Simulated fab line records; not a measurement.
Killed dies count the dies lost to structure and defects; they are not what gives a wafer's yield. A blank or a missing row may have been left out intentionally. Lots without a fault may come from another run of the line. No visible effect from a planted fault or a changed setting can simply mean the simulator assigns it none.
Problem report, 8D (eight disciplines) form, completed by code | flow gf180mcu | the parts of the form that need people (team, actions taken, sign-off) are left out

1. THE PROBLEM
Mean VT_IMPLANT_02_OVL at GF_VT_IMPLANT_OVL_MEAS_29: 291.4 nm over 6 wafers in 2 lots; fault-free wafers: 0.5 nm, standard deviation 1.4. So: +99 or more standard deviations from the usual mean.
Seen first at day 10 23:23 on overlay-01, wafer L929.1. The record holds 39 wafers of 13 lots with a number at this step. Rule for "out", or "out of limits": more than 4 standard deviations from the usual mean. The other wafers with a number count as sound.

2. WHAT IT IS AND WHAT IT IS NOT
question                    | is                     | is not
which readings at this step | VT_IMPLANT_02_OVL      | -
which lots                  | L929, L930             | L914, L915, L916, L917, L918, L919, L920, L921, L923, L931, L934
which wafers of those lots  | all that have a number | -
read on which gauges        | overlay-01, overlay-02 | -
when                        | from day 10 23:23      | up to then (27 sound wafers); but 6 sound wafers of L931, L934 came after

3. SUSPECTS, AND WHAT RULES EACH OUT
Counting: a tool at a process step up to the reading stays a suspect if it ran every lot that is out and no sound lot after the first of them.
- the gauge at GF_VT_IMPLANT_OVL_MEAS_29 has been ruled out. 2 gauges (overlay-01, overlay-02) read the wafers that are out.
- ilineStepper-02 at GF_VT_IMPLANT_EXPOSE_26 (exposes mask LVPWELL HV AREA, target cd 860 nm): kept. It ran every lot that is out, first L929 (day 10 14:25), and no sound lot after that; its last sound lot up to then is L919 (day 7 22:07).
The count leaves ilineStepper-02 at GF_VT_IMPLANT_EXPOSE_26.

4. THE CAUSE (what the simulator had put in)
Scanner matching overlay: ilineStepper-02, from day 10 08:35 on, at GF_VT_IMPLANT_EXPOSE_26. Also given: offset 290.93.
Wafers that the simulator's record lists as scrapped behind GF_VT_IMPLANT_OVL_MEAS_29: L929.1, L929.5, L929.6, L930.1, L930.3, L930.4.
After counting, this tool was the only one left.

5. THE CHAIN OF EFFECTS, in route order
One row per reading whose mean, taken over the struck wafers that have a number, lies over 3 standard deviations from the usual. Only readings whose record carries a usual standard deviation are examined. hours: median over the lots of the time between each lot's start at the first step of this table that gives one and its start at this step. sigmas: the change, counted in usual standard deviations.
hours | step                      | reading           | usual  | on struck wafers | change | sigmas
0     | GF_VT_IMPLANT_OVL_MEAS_29 | VT_IMPLANT_02_OVL | 0.5 nm | 291.4            | +290.9 | +99 or more

6. WHAT WOULD HAVE CAUGHT IT SOONER
15 hours passed between the start of the fault at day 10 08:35 and the first reading out of limits at a measuring or inspecting step in this record, taken at day 10 23:23.
Tool readings at GF_VT_IMPLANT_EXPOSE_26 with a usual standard deviation given in the record: none out on any struck wafer, hence no alarm at a limit of 4 standard deviations on them.
Lots out: 2; all had begun GF_VT_IMPLANT_EXPOSE_26 on ilineStepper-02 by day 10 23:23. Had the tool been put on hold then, not one of them would have been saved.
